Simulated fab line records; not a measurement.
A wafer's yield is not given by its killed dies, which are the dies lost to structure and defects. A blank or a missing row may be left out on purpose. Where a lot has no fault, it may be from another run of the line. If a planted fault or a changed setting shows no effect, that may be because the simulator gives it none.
fab line records -- flow sky130
record lots=7, wafers=21, lastDay=53
route steps=708 shown GATE_OXIDE@192 POLY_GATE@204 PAD_OPEN@708
lots that met no fault: taken from a fault-free run of the same line
startH: the number of hours between the record's first day and the start of the first shown wafer of the lot -- waitH: hours since the lot's step before -- " unchanged from the row above -- L1.1+2: a row that stands for several wafers -- - value missing, or start not given -- * or withheld: withheld -- < > ~ a bound
route shown NAME@n: a module of which the file shows steps, and the number in the route of the first -- usual: mean/standard deviation of fault-free wafers -- same: alike in all rows -- chamber/n: place in a boat -- sites: each site's reading -- _std_site: how widely they spread, as a standard deviation -- _edge_site: the outer-site mean with the inner-site mean subtracted -- radiusMm: how far each site lies from the wafer's centre -- mask NAME#n: copy n -- behind: the most recent tool/chamber to have shaped the wafer -- hold: the reason the lot was held/the length of the hold in hours/how it ended -- device: names the non-switching transistor (n, p or np) -- end of line: tests run on the same wafers once the route is complete -- a step with no rows: only its recipe -- killed: at the first sort, the dies lost to defects and structure; wafer yield is something else -- map: a wafer's dies, marking killed ones x, the rest . and places with no die _
set.NAME: the setting that was run; set.NAME@STEP: the one run at that earlier step -- model.NAME: the simulator's own value behind a step, which no gauge read
lots at selected steps of the route; one table per step, one row per wafer
services: a tool's chamber out of use, with start hour (startH, from the record's first day; less than 0 if before it), hours out, and reason
## steps
# step SKY_GATE_OXIDE_COAT_05
# recipe resist=NOVOLAK, spinRpm=3000, resistThkNm=1140
# step SKY_GATE_OXIDE_SOFTBAKE_06
# recipe tempC=90, timeS=60, resist=NOVOLAK
# step SKY_GATE_OXIDE_EXPOSE_07
# recipe maskId=LVOM, na=0.6, sourceShape=conventional, sigmaOuter=0.6, polarization=unpolarized, targetCdNm=600, doseMj=170
# step SKY_GATE_OXIDE_PEB_08
# recipe tempC=withheld, timeS=*, resist=NOVOLAK
# step SKY_GATE_OXIDE_DEVELOP_09
# recipe resist=NOVOLAK, developer=TMAH, developTimeS=60, devTempC=23
# step SKY_GATE_OXIDE_OVL_MEAS_10
# usual GATE_OXIDE_OVL=0.9/1.4
lot.wafer,tool,chamber,startH,waitH,GATE_OXIDE_OVL[nm]
L435.1,overlay-01,-,317.33,0.1,0.0
L435.3,overlay-01,-,317.33,0.1,2.4
L435.5,overlay-01,-,317.33,0.1,2.5
L438.1,overlay-01,-,350.80,0.1,3.9
L438.4,overlay-01,-,350.80,0.1,2.1
L438.6,overlay-01,-,350.80,0.1,4.0
L443.1,overlay-02,-,374.23,0.1,1.4
L443.3,overlay-02,-,374.23,0.1,3.2
L443.6,overlay-02,-,374.23,0.1,2.3
L446.2,overlay-02,-,396.03,0.1,-0.5
L446.3,overlay-02,-,396.03,0.1,0.9
L446.6,overlay-02,-,396.03,0.1,-0.3
L448.3,overlay-02,-,413.51,0.1,0.0
L448.5,overlay-02,-,413.51,0.1,-0.9
L448.6,overlay-02,-,413.51,0.1,0.3
L447.1,overlay-01,-,413.78,0.1,1.6
L447.2,overlay-01,-,413.78,0.1,1.5
L447.3,overlay-01,-,413.78,0.1,0.1
L457.1,overlay-01,-,497.18,0.1,1.0
L457.4,overlay-01,-,497.18,0.1,1.9
L457.5,overlay-01,-,497.18,0.1,2.6
# step SKY_GATE_OXIDE_IMPLANT_11
# recipe species=B, energyKev=10, doseCm2=2.6e+12, tiltDeg=withheld
# step SKY_GATE_OXIDE_WET_ETCH_12
# recipe chemistry=dHF, targetDepthNm=16.8, dry=n2Spin, target=SiO2, dilution=100:1, tempC=25, timeS=336
# step SKY_GATE_OXIDE_STRIP_13
# recipe chemistry=O2/N2, powerW=1400, pressureMtorr=1500, platenTempC=withheld, o2FlowSccm=3000, n2FlowSccm=300, overashFraction=0.5
# usual drypumpMotorCurrentA=5.7/0.6, oesProductAu=0.716/0.0048, stripTimeToEndpointS=14.19/0.036
lot.wafer,tool,chamber,startH,waitH,drypumpMotorCurrentA,oesProductAu,rfHoursCounterH,stripTimeToEndpointS
L435.1,plasmaAsher-03,0,317.62,0.0,4.7,0.718,67,14.23
L435.3,plasmaAsher-03,0,317.62,0.0,4.7,0.707,-,14.16
L435.5,plasmaAsher-03,1,317.62,0.0,5.9,0.709,-,14.23
L438.1,plasmaAsher-01,1,351.10,0.0,5.3,0.717,49,14.16
L438.4,plasmaAsher-01,1,351.10,0.0,5.3,0.723,-,14.15
L438.6,plasmaAsher-01,0,351.10,0.0,6.0,0.716,-,14.15
L443.1,plasmaAsher-04,0,374.51,0.0,6.0,0.715,26,14.14
L443.3,plasmaAsher-04,1,374.51,0.0,6.5,0.714,-,14.16
L443.6,plasmaAsher-04,1,374.51,0.0,6.5,0.714,-,14.15
L446.2,plasmaAsher-01,1,396.31,0.0,5.3,0.709,53,14.18
L446.3,plasmaAsher-01,1,396.31,0.0,5.3,0.716,-,14.22
L446.6,plasmaAsher-01,0,396.31,0.0,6.0,0.721,-,14.23
L448.3,plasmaAsher-04,1,413.82,0.0,6.5,0.712,-,14.19
L448.5,plasmaAsher-04,1,413.82,0.0,6.5,0.711,-,14.16
L448.6,plasmaAsher-04,0,413.82,0.0,6.0,0.721,-,14.18
L447.1,plasmaAsher-03,0,414.06,0.0,4.7,0.715,76,14.24
L447.2,plasmaAsher-03,1,414.06,0.0,5.9,0.720,76,14.20
L447.3,plasmaAsher-03,0,414.06,0.0,4.7,0.714,-,14.19
L457.1,plasmaAsher-03,1,497.47,0.0,5.8,0.714,4,14.20
L457.4,plasmaAsher-03,0,497.47,0.0,4.7,0.718,-,14.21
L457.5,plasmaAsher-03,1,497.47,0.0,5.9,0.715,-,14.16
# step SKY_GATE_OXIDE_TW_MEAS_14
# usual GATE_OXIDE_TW=222.8/2.1
lot.wafer,tool,chamber,startH,waitH,GATE_OXIDE_TW
L435.1,filmMetro-02,-,317.72,0.1,225.6
L435.3,filmMetro-02,-,317.72,0.1,225.7
L435.5,filmMetro-02,-,317.72,0.1,224.9
L438.1,filmMetro-01,-,351.20,0.1,220.2
L438.4,filmMetro-01,-,351.20,0.1,218.9
L438.6,filmMetro-01,-,351.20,0.1,219.3
L443.1,filmMetro-04,-,374.61,0.1,222.7
L443.3,filmMetro-04,-,374.61,0.1,221.0
L443.6,filmMetro-04,-,374.61,0.1,221.1
L446.2,filmMetro-04,-,396.42,0.1,220.8
L446.3,filmMetro-04,-,396.42,0.1,221.2
L446.6,filmMetro-04,-,396.42,0.1,220.3
L448.3,filmMetro-04,-,413.91,0.1,222.7
L448.5,filmMetro-04,-,413.91,0.1,222.2
L448.6,filmMetro-04,-,413.91,0.1,221.8
L447.1,filmMetro-04,-,414.16,0.1,222.9
L447.2,filmMetro-04,-,414.16,0.1,223.5
L447.3,filmMetro-04,-,414.16,0.1,222.1
L457.1,filmMetro-04,-,497.57,0.1,222.0
L457.4,filmMetro-04,-,497.57,0.1,220.1
L457.5,filmMetro-04,-,497.57,0.1,220.8
# step SKY_GATE_OXIDE_CLEAN_15
# recipe chemistry=SC1/SC2, mix=1:4:20, tempC=70, timeS=150, dry=n2Spin
# step SKY_GATE_OXIDE_OXIDATION_16
# recipe tempC=800, ambient=O2, idleTempC=700, rampUpCPerMin=10, rampDownCPerMin=3, stabiliseS=600, purgeS=300, targetThkA=35.7, oxTimeS=1915
# step SKY_POLY_GATE_CVD_00
# recipe material=poly-Si, targetThkNm=180, tempC=620, timeS=720, pressureMtorr=200
lot.wafer,tool,chamber,startH,waitH
L435.1+3+5,lpcvd-01,1,325.64,0.0
L438.1+4+6,lpcvd-01,1,353.80,0.6
L443.1+3+6,lpcvd-01,0,378.79,0.0
L457.1+4+5,lpcvd-01,0,499.26,0.0
L446.2+3+6,lpcvd-01,1,524.83,123.1
L447.1+2+3,lpcvd-01,0,536.30,120.0
L448.3+5+6,lpcvd-01,1,536.30,120.0
# step SKY_POLY_GATE_THK_MEAS_01
# recipe reads=poly-Si_of_POLY_GATE_CVD_00
# usual POLY_GATE_CVD_00_THK=180.8/1.8
lot.wafer,tool,chamber,startH,waitH,POLY_GATE_CVD_00_THK[nm]
L435.1,filmMetro-01,-,327.44,0.0,183.6
L435.3,filmMetro-01,-,327.44,0.0,182.7
L435.5,filmMetro-01,-,327.44,0.0,183.6
L438.1,filmMetro-01,-,355.00,0.0,181.7
L438.4,filmMetro-01,-,355.00,0.0,182.5
L438.6,filmMetro-01,-,355.00,0.0,182.6
L443.1,filmMetro-03,-,379.99,0.0,182.4
L443.3,filmMetro-03,-,379.99,0.0,181.5
L443.6,filmMetro-03,-,379.99,0.0,180.7
L457.1,filmMetro-03,-,501.06,0.0,180.1
L457.4,filmMetro-03,-,501.06,0.0,179.4
L457.5,filmMetro-03,-,501.06,0.0,179.2
L446.2,filmMetro-01,-,526.04,0.0,177.7
L446.3,filmMetro-01,-,526.04,0.0,179.9
L446.6,filmMetro-01,-,526.04,0.0,181.8
L447.1,filmMetro-03,-,537.50,0.0,179.9
L447.2,filmMetro-03,-,537.50,0.0,179.1
L447.3,filmMetro-03,-,537.50,0.0,179.0
L448.3,filmMetro-01,-,537.52,0.0,179.6
L448.5,filmMetro-01,-,537.52,0.0,179.7
L448.6,filmMetro-01,-,537.52,0.0,179.6
# step SKY_PAD_OPEN_PROBE_99
# usual killed_at_M0_to_M3=43/6.5, killed_at_M4_up=3.3/2, killedAtContacts=24/5.2, killedAtFrontEnd=16/4.2, killedAtOther=0.3/0.6, killedDies=87/9.3, killedOpen=47/7.8, killedShort=39/6.2
# same grossDies=492, killedAtBackSide=0
lot.wafer,tool,chamber,startH,waitH,killed_at_M0_to_M3,killed_at_M4_up,killedAtContacts,killedAtFrontEnd,killedAtOther,killedDies,killedOpen,killedShort,model.etest.capThickOxide.gateBvV,model.etest.capOno.gateBvV,model.etest.capThinOxide.gateBvV
L435.1,prober-01,-,1084.15,0.1,43,1,28,17,0,89,53,36,15.12,16.55,6.75
L435.3,prober-01,-,1084.25,0.2,38,4,27,12,0,81,42,39,16.05,16.03,6.72
L435.5,prober-01,-,1084.35,0.2,35,1,24,21,0,81,44,37,15.87,15.93,6.875
L438.1,prober-01,-,1107.09,0.1,50,5,22,15,0,92,55,37,15.45,16.53,6.899
L438.4,prober-01,-,1107.24,0.2,41,9,32,22,0,104,57,47,15.57,16.36,6.862
L438.6,prober-01,-,1107.34,0.2,47,1,16,19,0,83,40,43,15.27,16.12,6.84
L443.1,prober-01,-,1121.34,0.1,42,6,25,17,1,91,47,44,15.51,16.51,6.791
L443.3,prober-01,-,1121.44,0.2,47,2,26,10,1,86,46,40,15.24,16.35,6.654
L443.6,prober-01,-,1121.59,0.2,38,0,35,20,0,93,57,36,16.15,16.43,6.659
L457.1,prober-01,-,1192.45,0.1,55,1,17,11,0,84,44,40,15.69,16.3,6.875
L457.4,prober-01,-,1192.60,0.2,32,1,19,14,0,66,37,29,15.11,17.07,7.007
L457.5,prober-01,-,1192.65,0.2,51,1,16,17,0,85,46,39,15.93,16.95,7.068
L446.2,prober-02,-,1258.64,0.1,35,2,26,10,0,73,35,38,15.2,15.62,6.802
L446.3,prober-02,-,1258.69,0.2,43,6,19,22,0,90,48,42,15.15,15.63,6.778
L446.6,prober-02,-,1258.84,0.2,45,1,27,15,1,89,54,35,15.01,16.15,6.848
L448.3,prober-01,-,1264.50,0.2,35,2,26,20,0,83,40,43,14.48,16.29,6.691
L448.5,prober-01,-,1264.60,0.2,36,4,20,12,3,75,41,34,14.59,16.09,6.788
L448.6,prober-01,-,1264.65,0.2,34,6,25,19,0,84,46,37,15.1,15.52,6.742
L447.1,prober-02,-,1267.13,0.1,41,2,31,24,1,99,67,31,14.76,15.54,7.058
L447.2,prober-02,-,1267.18,0.1,43,7,26,11,0,87,40,47,14.79,15.95,6.655
L447.3,prober-02,-,1267.23,0.2,37,1,23,13,1,75,45,30,14.78,16.05,6.836
# killed by level:class
L435.1 CONTACT:geometricParticle:open=13 VIA1:geometricParticle:open=10 VIA2:geometricParticle:short=7 LI_CONTACT:geometricParticle:open=7 VIA2:geometricParticle:open=7 METAL2:geometricParticle:short=5 FIELD_ISO:geometricParticle:short=4 CONTACT:geometricParticle:short=4
L435.3 VIA1:geometricParticle:open=13 CONTACT:geometricParticle:open=10 CONTACT:geometricParticle:short=6 METAL1:geometricParticle:short=6 VIA2:geometricParticle:short=6 LI_CONTACT:geometricParticle:open=5 VIA3:geometricParticle:open=5 FIELD_ISO:geometricParticle:short=4
L435.5 LI_CONTACT:geometricParticle:open=8 VIA3:geometricParticle:open=8 CONTACT:geometricParticle:short=7 POLY_GATE:geometricParticle:open=6 FIELD_ISO:geometricParticle:open=5 VIA1:geometricParticle:open=5 METAL1:geometricParticle:short=5 VIA1:geometricParticle:short=5
L438.1 VIA1:geometricParticle:open=11 VIA3:geometricParticle:open=9 LI_CONTACT:geometricParticle:open=9 CONTACT:geometricParticle:open=9 METAL1:geometricParticle:short=7 VIA1:geometricParticle:short=7 POLY_GATE:geometricParticle:open=5 METAL2:geometricParticle:short=5
L438.4 VIA1:geometricParticle:open=12 CONTACT:geometricParticle:open=11 LI_CONTACT:geometricParticle:open=9 POLY_GATE:geometricParticle:short=6 LI_CONTACT:geometricParticle:short=6 VIA2:geometricParticle:open=6 METAL1:geometricParticle:short=6 METAL4:geometricParticle:short=6
L438.6 VIA1:geometricParticle:short=10 VIA3:geometricParticle:open=8 FIELD_ISO:geometricParticle:short=7 CONTACT:geometricParticle:open=6 METAL1:geometricParticle:short=6 VIA1:geometricParticle:open=6 SPACER:geometricParticle:short=5 VIA2:geometricParticle:open=5
L443.1 LI_CONTACT:geometricParticle:open=8 CONTACT:geometricParticle:open=7 VIA1:geometricParticle:open=6 METAL2:geometricParticle:short=6 CONTACT:geometricParticle:short=5 VIA3:geometricParticle:open=5 VIA2:geometricParticle:short=5 VIA2:geometricParticle:open=5
L443.3 VIA1:geometricParticle:open=13 VIA2:geometricParticle:open=7 CONTACT:geometricParticle:short=6 LI_CONTACT:geometricParticle:open=6 VIA3:geometricParticle:open=6 LOCAL_INTERCONNECT:geometricParticle:short=5 CONTACT:geometricParticle:open=5 METAL1:geometricParticle:short=5
L443.6 CONTACT:geometricParticle:open=17 VIA2:geometricParticle:open=12 METAL1:geometricParticle:short=9 LI_CONTACT:geometricParticle:open=8 FIELD_ISO:geometricParticle:open=6 FIELD_ISO:geometricParticle:short=5 SPACER:geometricParticle:short=5 CONTACT:geometricParticle:short=5
L457.1 VIA2:geometricParticle:open=10 VIA1:geometricParticle:open=10 METAL2:geometricParticle:short=10 CONTACT:geometricParticle:open=5 METAL2:geometricParticle:open=5 POLY_GATE:geometricParticle:short=4 CONTACT:geometricParticle:short=4 VIA2:geometricParticle:short=4
L457.4 CONTACT:geometricParticle:open=10 VIA2:geometricParticle:open=7 FIELD_ISO:geometricParticle:open=4 POLY_GATE:geometricParticle:short=4 LI_CONTACT:geometricParticle:open=4 CONTACT:geometricParticle:short=4 METAL1:geometricParticle:short=4 VIA1:geometricParticle:short=4
L457.5 VIA2:geometricParticle:open=9 VIA1:geometricParticle:open=9 METAL2:geometricParticle:short=8 VIA1:geometricParticle:short=7 POLY_GATE:geometricParticle:open=6 CONTACT:geometricParticle:open=6 VIA3:geometricParticle:open=6 METAL1:geometricParticle:short=5
L446.2 CONTACT:geometricParticle:open=10 METAL2:geometricParticle:short=7 FIELD_ISO:geometricParticle:short=7 LI_CONTACT:geometricParticle:open=6 VIA1:geometricParticle:short=6 VIA2:geometricParticle:open=6 VIA1:geometricParticle:open=5 LI_CONTACT:geometricParticle:short=4
L446.3 VIA1:geometricParticle:open=17 POLY_GATE:geometricParticle:short=8 LI_CONTACT:geometricParticle:open=8 METAL2:geometricParticle:short=7 FIELD_ISO:geometricParticle:short=4 CONTACT:geometricParticle:short=4 VIA2:geometricParticle:open=4 METAL1:geometricParticle:short=4
L446.6 VIA1:geometricParticle:open=10 LI_CONTACT:geometricParticle:open=8 VIA3:geometricParticle:open=8 CONTACT:geometricParticle:open=7 CONTACT:geometricParticle:short=5 SPACER:geometricParticle:open=4 VIA3:geometricParticle:short=4 METAL1:geometricParticle:open=4
L448.3 POLY_GATE:geometricParticle:short=9 VIA1:geometricParticle:open=9 LI_CONTACT:geometricParticle:open=7 CONTACT:geometricParticle:open=7 CONTACT:geometricParticle:short=5 METAL2:geometricParticle:short=4 FIELD_ISO:geometricParticle:short=4 FIELD_ISO:geometricParticle:open=4
L448.5 VIA2:geometricParticle:open=7 CONTACT:geometricParticle:open=6 LI_CONTACT:geometricParticle:open=6 VIA1:geometricParticle:short=6 VIA1:geometricParticle:open=5 VIA3:geometricParticle:open=5 POLY_GATE:geometricParticle:short=4 POLY_GATE:geometricParticle:open=4
L448.6 CONTACT:geometricParticle:open=11 VIA1:geometricParticle:open=10 VIA2:geometricParticle:open=8 LOCAL_INTERCONNECT:geometricParticle:short=7 POLY_GATE:geometricParticle:open=6 VIA1:geometricParticle:short=6 FIELD_ISO:geometricParticle:short=5 POLY_GATE:geometricParticle:short=5
L447.1 CONTACT:geometricParticle:open=19 VIA1:geometricParticle:open=16 METAL1:geometricParticle:short=8 LI_CONTACT:geometricParticle:open=7 FIELD_ISO:geometricParticle:open=6 POLY_GATE:geometricParticle:open=5 FIELD_ISO:geometricParticle:short=4 METAL2:geometricParticle:short=4
L447.2 CONTACT:geometricParticle:open=10 METAL1:geometricParticle:short=8 LI_CONTACT:geometricParticle:open=7 VIA1:geometricParticle:open=7 VIA1:geometricParticle:short=7 LI_CONTACT:geometricParticle:short=6 METAL4:geometricParticle:short=6 FIELD_ISO:geometricParticle:short=4
L447.3 CONTACT:geometricParticle:open=12 VIA1:geometricParticle:open=10 VIA2:geometricParticle:open=8 CONTACT:geometricParticle:short=6 METAL2:geometricParticle:short=6 FIELD_ISO:geometricParticle:open=5 LI_CONTACT:geometricParticle:open=3 METAL1:geometricParticle:short=3
## services
tool,chamber,startH,hours,kind
lpcvd-01,-,294.38,0.9,repair
plasmaAsher-04,-,320.73,2.9,repair
lpcvd-01,-,330.31,6.1,pm
plasmaAsher-04,-,350.92,3.7,repair
plasmaAsher-03,-,395.65,6.1,repair
plasmaAsher-04,-,399.07,1.4,repair
plasmaAsher-03,-,415.59,25.4,pm
plasmaAsher-04,-,430.39,14.6,pm
plasmaAsher-03,-,440.96,9.0,pm
plasmaAsher-03,0,440.96,9.0,ventCycle
plasmaAsher-03,1,440.96,9.0,ventCycle
lpcvd-01,-,448.24,2.6,repair
lpcvd-01,-,449.26,0.8,repair
plasmaAsher-03,0,449.96,-,clean
plasmaAsher-03,1,449.96,-,clean
plasmaAsher-04,-,460.72,1.4,repair
lpcvd-01,-,469.89,0.6,repair
plasmaAsher-03,-,485.48,3.0,repair
plasmaAsher-01,-,528.85,9.4,repair
## key
firstSign step=SKY_POLY_GATE_CVD_00, reading=waitH, direction=changed
effect none on later readings
modelEffect step=SKY_PAD_OPEN_PROBE_99, value=etest.capThickOxide.gateBvV, without=15.51, struck=14.87
metAt SKY_POLY_GATE_CVD_00
struckWafers L446.2,L446.3,L446.6,L447.1,L447.2,L447.3,L448.3,L448.5,L448.6
testerLeftOut L446,L447,L448
fault kind=queueTimeViolation, tool=lpcvd-01, chamber=0, onsetH=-, steps=SKY_POLY_GATE_CVD_00, delayHr=120, scope=struckLotsOnly
# testerLeftOut: of these lots the tester's yield and bins aren't shown, on N5 and GAA mostly nor the transistor test; their killed dies are dies lost to structure and defects alone, not to doping, threshold or leakage, so they don't give the yield
